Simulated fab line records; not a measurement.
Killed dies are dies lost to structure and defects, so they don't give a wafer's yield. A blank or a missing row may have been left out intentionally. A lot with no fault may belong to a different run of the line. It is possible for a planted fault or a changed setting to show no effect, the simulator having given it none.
fab line records | flow gf180mcu
[record] lots = 24 wafers = 72 last-day = 34
route steps=602 shown M2@362 M3@413 M4@459 MIM@510 M5@535 PASSIVATION@587
lots that met no fault: taken from a fault-free run of the same line
start-h: the number of hours between the record's first day and the start of the first shown wafer of the lot | wait-h: how many hours have passed since the lot's step before this one | " identical to the entry in the row above | L1.1+2: a row that stands for several wafers | - no value, or no start was given | * or withheld: withheld | < > ~ a bound
route shown NAME@n: a module of which the file shows steps, and the number in the route of the first | usual: the fault-free wafers' mean and standard deviation | same: alike in all rows | chamber/n: place in a boat | sites: readings site by site | _std_site: the standard deviation of these | _edge_site: inner sites' mean taken away from outer sites' mean | radius-mm: for every site, how far away it sits from the centre of the wafer | mask NAME#n: copy n | behind: the tool/chamber that last shaped the wafer | hold: cause of the lot's hold/its duration in hours/its outcome | device: which transistor (n, p or np) failed to switch | end of line: the tests these same wafers got at the end of their route | a step without rows: its recipe alone | killed: the dies lost at the first sort to structure and to defects; this is not the yield of the wafer | map: shows each die of a wafer: x if killed, . if not, _ if none is there
set.NAME: the setting the step ran with; set.NAME@STEP: the setting that earlier step ran with | model.NAME: the simulator's own value behind a step, which no gauge read
the route's steps for a sample of lots (tables are steps, rows are wafers)
services: a tool's chamber out of use, with start hour (start-h, from the record's first day; less than 0 if before it), hours out, and reason
[[steps]]
[step GF_M2_SPUTTER_00]
[recipe] material = Ti target-thk-nm = 37.5 arriving-ion-energy-ev = 80 substrate-temp-c = 200 chamber-pressure-pa = 2 power-w = 4000 time-s = 150
[usual] throttle-valve-pct = 29.6/1.3
// columns lot.wafer tool chamber start-h wait-h throttle-valve-pct
L074.3 pvd-sputter-03 - 419.46 0.2 28.1
L074.5 " - " " 30.5
L074.6 " - " " 30.3
L075.4 pvd-sputter-01 - 423.40 0.1 31.5
L075.5 " - " " 27.9
L075.6 " - " " 29.7
L076.1 pvd-sputter-02 - 433.27 0.2 28.1
L076.2 " - " " 29.4
L076.4 " - " " 29.5
L077.1 pvd-sputter-01 - 433.57 0.2 30.9
L077.2 " - " " 27.8
L077.3 " - " " 31.2
L078.2 pvd-sputter-02 - 459.10 0.2 28.8
L078.4 " - " " 29.8
L078.5 " - " " 29.1
L079.1 pvd-sputter-02 - 465.17 0.2 28.2
L079.2 " - " " 29.9
L079.3 " - " " 29.1
L080.1 pvd-sputter-01 - 475.38 0.2 30.0
L080.4 " - " " 28.1
L080.5 " - " " 31.2
L081.1 pvd-sputter-01 - 491.59 0.2 30.7
L081.3 " - " " 30.0
L081.4 " - " " 28.0
L082.2 pvd-sputter-02 - 500.10 0.2 30.0
L082.5 " - " " 28.1
L082.6 " - " " 29.0
L083.1 pvd-sputter-02 - 503.85 0.1 30.1
L083.2 " - " " 28.7
L083.3 " - " " 27.7
L084.1 pvd-sputter-02 - 513.49 0.1 29.7
L084.2 " - " " 29.7
L084.6 " - " " 29.9
L085.1 pvd-sputter-02 - 522.71 0.1 29.4
L085.2 " - " " 30.1
L085.5 " - " " 29.6
L086.3 pvd-sputter-01 - 528.19 0.1 30.6
L086.5 " - " " 29.7
L086.6 " - " " 27.9
L087.3 pvd-sputter-01 - 532.95 0.1 28.2
L087.5 " - " " 27.9
L087.6 " - " " 29.9
L089.1 pvd-sputter-01 - 547.64 0.1 30.7
L089.5 " - " " 29.9
L089.6 " - " " 28.0
L088.1 pvd-sputter-02 - 549.68 0.1 28.8
L088.4 " - " " 29.6
L088.6 " - " " 28.0
L090.1 pvd-sputter-02 - 555.94 0.1 29.9
L090.3 " - " " 28.9
L090.5 " - " " 28.3
L091.3 pvd-sputter-03 - 562.81 0.2 30.0
L091.4 " - " " 30.6
L091.6 " - " " 32.6
L092.2 pvd-sputter-03 - 566.79 0.1 30.4
L092.4 " - " " 30.1
L092.6 " - " " 27.9
L093.1 pvd-sputter-01 - 568.73 0.1 29.9
L093.4 " - " " 31.4
L093.5 " - " " 31.2
L094.4 pvd-sputter-02 - 581.49 0.1 29.4
L094.5 " - " " 28.9
L094.6 " - " " 27.9
L095.1 pvd-sputter-01 - 590.26 0.1 30.9
L095.4 " - " " 31.3
L095.6 " - " " 28.0
L096.3 pvd-sputter-03 - 594.76 0.2 29.8
L096.4 " - " " 32.7
L096.5 " - " " 30.1
L097.2 pvd-sputter-03 - 601.64 0.1 28.2
L097.4 " - " " 32.6
L097.5 " - " " 30.5
[step GF_M3_SPUTTER_04]
[recipe] material = TiN target-thk-nm = 50 power-w = 6500 time-s = 41.7 chamber-pressure-pa = 0.4
[usual] throttle-valve-pct = 29.7/1.3
// columns lot.wafer tool chamber start-h wait-h throttle-valve-pct
L074.3 pvd-sputter-02 - 470.39 0.0 28.0
L074.5 " - " " 29.0
L074.6 " - " " 28.2
L075.4 pvd-sputter-02 - 473.93 0.0 29.7
L075.5 " - " " 29.8
L075.6 " - " " 29.7
L076.1 pvd-sputter-03 - 484.64 0.0 30.5
L076.2 " - " " 28.0
L076.4 " - " " 28.2
L077.1 pvd-sputter-02 - 484.94 0.0 28.0
L077.2 " - " " 29.2
L077.3 " - " " 29.9
L078.2 pvd-sputter-03 - 509.83 0.0 28.2
L078.4 " - " " 30.5
L078.5 " - " " 30.3
L079.1 pvd-sputter-03 - 515.83 0.0 30.2
L079.2 " - " " 32.8
L079.3 " - " " 28.3
L080.1 pvd-sputter-03 - 526.62 0.0 32.5
L080.4 " - " " 29.9
L080.5 " - " " 32.8
L081.1 pvd-sputter-02 - 542.73 0.0 29.1
L081.3 " - " " 29.7
L081.4 " - " " 29.9
L082.2 pvd-sputter-04 - 550.99 0.0 28.9
L082.5 " - " " 30.6
L082.6 " - " " 29.0
L083.1 pvd-sputter-02 - 554.14 0.0 27.9
L083.2 " - " " 29.1
L083.3 " - " " 29.4
L084.1 pvd-sputter-04 - 563.46 0.0 30.8
L084.2 " - " " 28.7
L084.6 " - " " 28.8
L085.1 pvd-sputter-03 - 571.68 0.0 30.1
L085.2 " - " " 28.0
L085.5 " - " " 30.0
L086.3 pvd-sputter-02 - 577.12 0.0 30.1
L086.5 " - " " 28.0
L086.6 " - " " 29.7
L087.3 pvd-sputter-04 - 581.49 0.0 29.2
L087.5 " - " " 30.4
L087.6 " - " " 30.8
L089.1 pvd-sputter-02 - 594.11 0.0 30.0
L089.5 " - " " 29.4
L089.6 " - " " 30.0
L088.1 pvd-sputter-03 - 596.77 0.0 30.5
L088.4 " - " " 30.6
L088.6 " - " " 28.6
L090.1 pvd-sputter-04 - 602.11 0.0 29.3
L090.3 " - " " 28.9
L090.5 " - " " 28.9
L091.3 pvd-sputter-04 - 608.29 0.0 28.6
L091.4 " - " " 30.2
L091.6 " - " " 29.1
L092.2 pvd-sputter-03 - 612.58 0.0 32.9
L092.4 " - " " 28.4
L092.6 " - " " 32.6
L093.1 pvd-sputter-02 - 614.26 0.0 29.0
L093.4 " - " " 29.7
L093.5 " - " " 29.3
L094.4 pvd-sputter-04 - 626.18 0.0 28.8
L094.5 " - " " 28.6
L094.6 " - " " 28.8
L095.1 pvd-sputter-02 - 635.23 0.0 29.1
L095.4 " - " " 30.0
L095.6 " - " " 29.8
L096.3 pvd-sputter-03 - 639.36 0.0 30.0
L096.4 " - " " 28.3
L096.5 " - " " 30.0
L097.2 pvd-sputter-02 - 645.07 0.0 29.5
L097.4 " - " " 28.8
L097.5 " - " " 28.1
[step GF_M4_SPUTTER_03]
[recipe] material = Ti target-thk-nm = 10 substrate-temp-c = 300 chamber-pressure-pa = 0.3 power-w = 3000 time-s = 6.7
[usual] throttle-valve-pct = 29.8/1.3
// columns lot.wafer tool chamber start-h wait-h throttle-valve-pct
L074.3 pvd-sputter-03 - 521.34 0.0 30.5
L074.5 " - " " 29.9
L074.6 " - " " 32.6
L075.4 pvd-sputter-01 - 525.57 0.0 31.1
L075.5 " - " " 28.0
L075.6 " - " " 30.8
L076.1 pvd-sputter-02 - 535.00 0.0 29.7
L076.2 " - " " 29.7
L076.4 " - " " 28.1
L077.1 pvd-sputter-01 - 535.35 0.0 29.8
L077.2 " - " " 31.4
L077.3 " - " " 28.0
L078.2 pvd-sputter-02 - 559.58 0.0 28.0
L078.4 " - " " 28.9
L078.5 " - " " 29.6
L079.1 pvd-sputter-03 - 564.70 0.0 30.8
L079.2 " - " " 28.2
L079.3 " - " " 32.6
L080.1 pvd-sputter-01 - 574.72 0.0 27.8
L080.4 " - " " 29.7
L080.5 " - " " 30.6
L081.1 pvd-sputter-02 - 590.07 0.0 28.9
L081.3 " - " " 29.5
L081.4 " - " " 29.9
L082.2 pvd-sputter-02 - 596.77 0.0 29.0
L082.5 " - " " 29.1
L082.6 " - " " 30.0
L083.1 pvd-sputter-02 - 600.30 0.0 28.9
L083.2 " - " " 28.3
L083.3 " - " " 29.9
L084.1 pvd-sputter-03 - 608.21 0.0 30.7
L084.2 " - " " 28.2
L084.6 " - " " 32.5
L085.1 pvd-sputter-02 - 616.44 0.0 29.7
L085.2 " - " " 28.2
L085.5 " - " " 30.0
L086.3 pvd-sputter-02 - 622.39 0.0 29.1
L086.5 " - " " 28.9
L086.6 " - " " 27.9
L087.3 pvd-sputter-01 - 626.29 0.0 28.1
L087.5 " - " " 30.8
L087.6 " - " " 31.5
L089.1 pvd-sputter-03 - 637.81 0.0 28.3
L089.5 " - " " 32.4
L089.6 " - " " 30.1
L088.1 pvd-sputter-03 - 640.23 0.0 30.3
L088.4 " - " " 32.4
L088.6 " - " " 30.6
L090.1 pvd-sputter-01 - 645.26 0.0 28.0
L090.3 " - " " 29.9
L090.5 " - " " 29.9
L091.3 pvd-sputter-03 - 652.72 0.0 32.6
L091.4 " - " " 30.3
L091.6 " - " " 28.1
L092.2 pvd-sputter-02 - 656.11 0.0 29.2
L092.4 " - " " 30.0
L092.6 " - " " 29.6
L093.1 pvd-sputter-02 - 657.91 0.0 28.9
L093.4 " - " " 29.8
L093.5 " - " " 30.2
L094.4 pvd-sputter-03 - 668.80 0.0 32.6
L094.5 " - " " 32.8
L094.6 " - " " 30.3
L095.1 pvd-sputter-02 - 676.58 0.0 28.4
L095.4 " - " " 29.9
L095.6 " - " " 28.1
L096.3 pvd-sputter-03 - 681.13 0.0 30.2
L096.4 " - " " 30.5
L096.5 " - " " 28.3
L097.2 pvd-sputter-03 - 687.61 0.0 32.7
L097.4 " - " " 28.2
L097.5 " - " " 30.3
[step GF_MIM_SPUTTER_07]
[recipe] material = TiN target-thk-nm = 60 power-w = 6500 time-s = 50 chamber-pressure-pa = 0.4
[usual] throttle-valve-pct = 29.6/1.2
// columns lot.wafer tool chamber start-h wait-h throttle-valve-pct
L074.3 pvd-sputter-02 - 570.55 0.0 28.0
L074.5 " - " " 29.6
L074.6 " - " " 28.0
L075.4 pvd-sputter-02 - 574.53 0.0 28.2
L075.5 " - " " 27.9
L075.6 " - " " 29.4
L076.1 pvd-sputter-02 - 582.90 0.1 28.8
L076.2 " - " " 28.2
L076.4 " - " " 29.8
L077.1 pvd-sputter-04 - 583.82 0.1 30.7
L077.2 " - " " 29.0
L077.3 " - " " 30.6
L078.2 pvd-sputter-02 - 605.23 0.0 28.2
L078.4 " - " " 29.5
L078.5 " - " " 29.2
L079.1 pvd-sputter-02 - 610.45 0.1 28.1
L079.2 " - " " 29.9
L079.3 " - " " 29.7
L080.1 pvd-sputter-02 - 620.79 0.1 28.8
L080.4 " - " " 29.9
L080.5 " - " " 29.7
L081.1 pvd-sputter-04 - 633.85 0.1 30.9
L081.3 " - " " 30.3
L081.4 " - " " 29.2
L082.2 pvd-sputter-04 - 641.10 0.0 28.8
L082.5 " - " " 29.1
L082.6 " - " " 28.9
L083.1 pvd-sputter-03 - 644.64 0.1 32.8
L083.2 " - " " 28.2
L083.3 " - " " 30.0
L084.1 pvd-sputter-03 - 653.18 0.1 28.5
L084.2 " - " " 30.0
L084.6 " - " " 30.5
L085.1 pvd-sputter-03 - 660.36 0.1 29.9
L085.2 " - " " 30.5
L085.5 " - " " 32.9
L086.3 pvd-sputter-04 - 665.77 0.0 28.9
L086.5 " - " " 29.3
L086.6 " - " " 28.7
L087.3 pvd-sputter-03 - 669.26 0.0 30.0
L087.5 " - " " 28.3
L087.6 " - " " 30.7
L089.1 pvd-sputter-02 - 680.11 0.1 29.1
L089.5 " - " " 28.0
L089.6 " - " " 29.7
L088.1 pvd-sputter-04 - 682.65 0.1 30.5
L088.4 " - " " 30.2
L088.6 " - " " 30.5
L090.1 pvd-sputter-03 - 687.10 0.1 32.6
L090.3 " - " " 28.5
L090.5 " - " " 30.0
L091.3 pvd-sputter-02 - 695.02 0.0 28.9
L091.4 " - " " 29.8
L091.6 " - " " 29.8
L092.2 pvd-sputter-03 - 697.35 0.0 30.4
L092.4 " - " " 30.2
L092.6 " - " " 32.7
L093.1 pvd-sputter-04 - 699.52 0.1 30.4
L093.4 " - " " 28.6
L093.5 " - " " 29.0
L094.4 pvd-sputter-02 - 710.12 0.0 28.0
L094.5 " - " " 29.6
L094.6 " - " " 29.0
L095.1 pvd-sputter-03 - 717.34 0.1 32.9
L095.4 " - " " 30.6
L095.6 " - " " 30.1
L096.3 pvd-sputter-04 - 720.69 0.0 30.4
L096.4 " - " " 29.0
L096.5 " - " " 28.9
L097.2 pvd-sputter-02 - 727.08 0.0 29.6
L097.4 " - " " 29.7
L097.5 " - " " 29.5
[step GF_M5_ETCH_09]
[recipe] chemistry = CF4/O2 target = Si3N4 target-depth-nm = 52 source-w = 800 bias-w = 150 pressure-mtorr = 150 cf4-flow-sccm = 80 O2_flow_sccm = 10 time-s = 11.6
[usual] drypump-motor-current-A = 5.8/0.43 oes-product-au = 1.001/0.0099 throttle-valve-pct = 5.970/0.0089
// columns lot.wafer tool chamber start-h wait-h drypump-motor-current-A oes-product-au rf-hours-counter-h throttle-valve-pct
L074.3 rie-diel-03 0 613.07 0.0 5.7 1.010 16 5.984
L074.5 " 0 " " 5.7 1.018 - 5.960
L074.6 " 1 " " 5.9 1.015 - 5.971
L075.4 rie-diel-02 3 616.79 0.0 6.2 0.998 2 5.966
L075.5 " 0 " " 5.7 1.001 - 5.958
L075.6 " 3 " " 6.2 0.996 - 5.981
L076.1 rie-diel-02 2 625.12 0.0 5.5 1.008 20 5.968
L076.2 " 1 " " 6.3 0.999 17 5.974
L076.4 " 3 " " 6.2 1.002 2 5.971
L077.1 rie-diel-03 0 625.47 0.0 5.7 1.013 16 5.984
L077.2 " 1 " " 5.9 1.019 11 5.975
L077.3 " 3 " " 5.8 1.010 4 5.990
L078.2 rie-diel-04 1 645.79 0.0 4.9 1.002 4 5.972
L078.4 " 0 " " 6.2 1.016 4 5.966
L078.5 " 1 " " 4.9 0.999 - 5.979
L079.1 rie-diel-04 1 650.77 0.0 4.9 0.982 4 5.970
L079.2 " 2 " " 6.1 1.006 28 5.962
L079.3 " 0 " " 6.2 0.999 4 5.971
L080.1 rie-diel-03 3 661.12 0.0 5.7 0.996 5 5.971
L080.4 " 1 " " 5.9 1.025 11 5.979
L080.5 " 0 " " 5.7 1.017 - 5.994
L081.1 rie-diel-04 3 673.34 0.0 5.8 0.990 2 5.958
L081.3 " 1 " " 4.9 0.988 5 5.962
L081.4 " 2 " " 6.1 1.002 29 5.974
L082.2 rie-diel-03 3 680.86 0.0 5.8 1.003 6 5.966
L082.5 " 0 " " 5.6 1.021 - 5.968
L082.6 " 1 " " 5.9 1.016 - 5.975
L083.1 rie-diel-02 1 684.15 0.0 6.3 0.998 19 5.993
L083.2 " 0 " " 5.7 0.994 33 5.960
L083.3 " 3 " " 6.2 1.014 4 5.969
L084.1 rie-diel-03 1 691.99 0.0 5.9 1.025 12 5.973
L084.2 " 0 " " 5.7 1.016 17 5.979
L084.6 " 1 " " 5.8 1.009 - 5.970
L085.1 rie-diel-04 1 699.15 0.0 4.9 1.001 6 5.965
L085.2 " 2 " " 6.1 1.003 30 5.967
L085.5 " 2 " " 6.1 1.011 - 5.967
L086.3 rie-diel-04 3 703.37 0.0 5.8 0.996 3 5.971
L086.5 " 0 " " 6.2 0.998 - 5.981
L086.6 " 1 " " 4.9 1.001 - 5.962
L087.3 rie-diel-02 1 708.11 0.0 6.3 0.998 19 5.973
L087.5 " 1 " " 6.3 0.990 - 5.961
L087.6 " 0 " " 5.7 0.998 - 5.963
L089.1 rie-diel-02 2 717.77 0.0 5.5 1.002 24 5.966
L089.5 " 1 " " 6.3 1.004 - 5.971
L089.6 " 0 " " 5.7 1.005 - 5.974
L088.1 rie-diel-04 0 720.20 0.0 6.2 0.990 7 5.962
L088.4 " 3 " " 5.8 0.997 4 5.977
L088.6 " 2 " " 6.1 1.000 - 5.965
L090.1 rie-diel-03 1 723.37 0.0 5.9 1.013 13 5.981
L090.3 " 3 " " 5.7 0.996 7 5.959
L090.5 " 3 " " 5.8 0.998 - 5.985
L091.3 rie-diel-04 1 731.90 0.0 4.9 0.983 7 5.956
L091.4 " 0 " " 6.2 0.995 7 5.970
L091.6 " 1 " " 4.9 0.991 - 5.963
L092.2 rie-diel-03 0 734.07 0.0 5.7 1.017 19 5.970
L092.4 " 1 " " 5.9 1.019 14 5.982
L092.6 " 3 " " 5.7 1.002 - 5.957
L093.1 rie-diel-04 1 735.52 0.0 4.9 0.986 8 5.974
L093.4 " 3 " " 5.8 0.989 5 5.974
L093.5 " 3 " " 5.8 0.988 - 5.960
L094.4 rie-diel-04 1 746.17 0.0 4.9 1.003 8 5.957
L094.5 " 3 " " 5.8 1.012 - 5.986
L094.6 " 0 " " 6.2 1.002 - 5.977
L095.1 rie-diel-03 0 752.39 0.0 5.7 1.003 20 5.972
L095.4 " 2 " " 6.5 0.984 17 5.978
L095.6 " 2 " " 6.5 0.989 - 5.976
L096.3 rie-diel-04 1 755.59 0.0 4.9 0.989 8 5.960
L096.4 " 3 " " 5.8 1.003 6 5.983
L096.5 " 0 " " 6.2 1.011 - 5.975
L097.2 rie-diel-02 1 761.15 0.0 6.3 0.991 22 5.973
L097.4 " 3 " " 6.2 1.004 8 5.957
L097.5 " 0 " " 5.7 0.990 - 5.973
[step GF_PASSIVATION_CVD_00]
[recipe] material = SiO2 target-thk-nm = 1000 precursor = TEOS temp-c = 400 time-s = 111.95 rf-w = 600
[usual] heater-power-outer-w = 384/95 heater-power-w = 671/150
// columns lot.wafer tool chamber start-h wait-h heater-power-outer-w heater-power-w
L074.3 pecvd-01 0 657.67 0.0 513 840
L074.5 " 1 " " 507 892
L074.6 " 0 " " 405 695
L075.4 pecvd-01 0 660.71 0.0 398 685
L075.5 " 2 " " 311 532
L075.6 " 1 " " 477 868
L076.1 pecvd-02 0 668.94 0.0 409 646
L076.2 " 1 " " 477 841
L076.4 " 0 " " 333 540
L077.1 pecvd-01 2 669.09 0.0 349 584
L077.2 " 1 " " 505 910
L077.3 " 0 " " 436 706
L078.2 pecvd-01 0 688.29 0.0 504 835
L078.4 " 1 " " 481 866
L078.5 " 0 " " 515 872
L079.1 pecvd-01 0 693.98 0.0 530 851
L079.2 " 1 " " 408 785
L079.3 " 2 " " 415 674
L080.1 pecvd-02 1 702.76 0.0 471 850
L080.4 " 2 " " 207 459
L080.5 " 0 " " 376 600
L081.1 pecvd-03 1 715.32 0.0 528 915
L081.3 " 1 " " 369 738
L081.4 " 2 " " 248 451
L082.2 pecvd-02 0 721.46 0.0 417 658
L082.5 " 1 " " 500 840
L082.6 " 2 " " 208 449
L083.1 pecvd-03 2 724.56 0.0 222 429
L083.2 " 0 " " 410 661
L083.3 " 1 " " 444 844
L084.1 pecvd-02 0 731.40 0.0 376 589
L084.2 " 2 " " 306 580
L084.6 " 2 " " 210 442
L085.1 pecvd-02 2 738.46 0.0 276 527
L085.2 " 0 " " 407 631
L085.5 " 0 " " 442 660
L086.3 pecvd-02 0 744.11 0.0 371 569
L086.5 " 1 " " 381 713
L086.6 " 0 " " 409 649
L087.3 pecvd-02 2 747.11 0.0 241 466
L087.5 " 2 " " 268 529
L087.6 " 0 " " 411 626
L089.1 pecvd-02 1 755.86 0.0 504 849
L089.5 " 1 " " 387 688
L089.6 " 0 " " 397 611
L088.1 pecvd-03 1 757.90 0.0 496 870
L088.4 " 1 " " 389 734
L088.6 " 2 " " 278 495
L090.1 pecvd-02 2 761.42 0.0 296 583
L090.3 " 0 " " 357 566
L090.5 " 0 " " 395 630
L091.3 pecvd-01 2 769.00 0.0 406 639
L091.4 " 1 " " 517 916
L091.6 " 0 " " 519 873
L092.2 pecvd-03 1 772.18 0.0 483 863
L092.4 " 1 " " 525 920
L092.6 " 0 " " 417 680
L093.1 pecvd-01 1 773.12 0.0 491 874
L093.4 " 2 " " 408 682
L093.5 " 0 " " 405 676
L094.4 pecvd-03 1 782.96 0.0 466 854
L094.5 " 2 " " 247 441
L094.6 " 0 " " 325 556
L095.1 pecvd-02 2 787.95 0.0 299 565
L095.4 " 1 " " 478 843
L095.6 " 2 " " 209 444
L096.3 pecvd-03 1 791.15 0.0 464 846
L096.4 " 1 " " 498 866
L096.5 " 0 " " 410 684
L097.2 pecvd-03 2 796.26 0.0 225 418
L097.4 " 0 " " 330 550
L097.5 " 1 " " 505 924
[[services]]
// columns tool chamber start-h hours kind
rie-diel-03 - 416.82 2.8 pm
pvd-sputter-04 - 443.54 0.5 repair
pecvd-02 - 452.13 0.5 repair
rie-diel-03 2 460.74 5.2 repair
pecvd-01 - 462.48 1.0 repair
pvd-sputter-04 - 494.03 1.6 repair
pvd-sputter-01 - 506.63 14.9 repair
rie-diel-03 0 517.50 3.3 repair
rie-diel-03 2 521.09 6.2 repair
pecvd-03 - 539.48 0.6 repair
rie-diel-03 1 543.43 29.6 repair
pecvd-02 - 546.41 4.3 pm
pvd-sputter-01 - 551.93 1.0 repair
rie-diel-03 0 557.79 5.5 repair
rie-diel-04 2 591.13 4.7 repair
rie-diel-04 1 616.71 11.0 repair
rie-diel-03 - 637.10 14.6 pm
rie-diel-04 3 640.00 3.0 repair
pvd-sputter-04 - 670.17 7.5 repair
rie-diel-03 - 671.24 0.2 repair
rie-diel-03 0 673.06 4.4 repair
rie-diel-04 0 690.04 12.7 repair
rie-diel-03 2 725.82 6.0 repair
pvd-sputter-02 - 777.50 2.0 repair
[[key]]
fault none
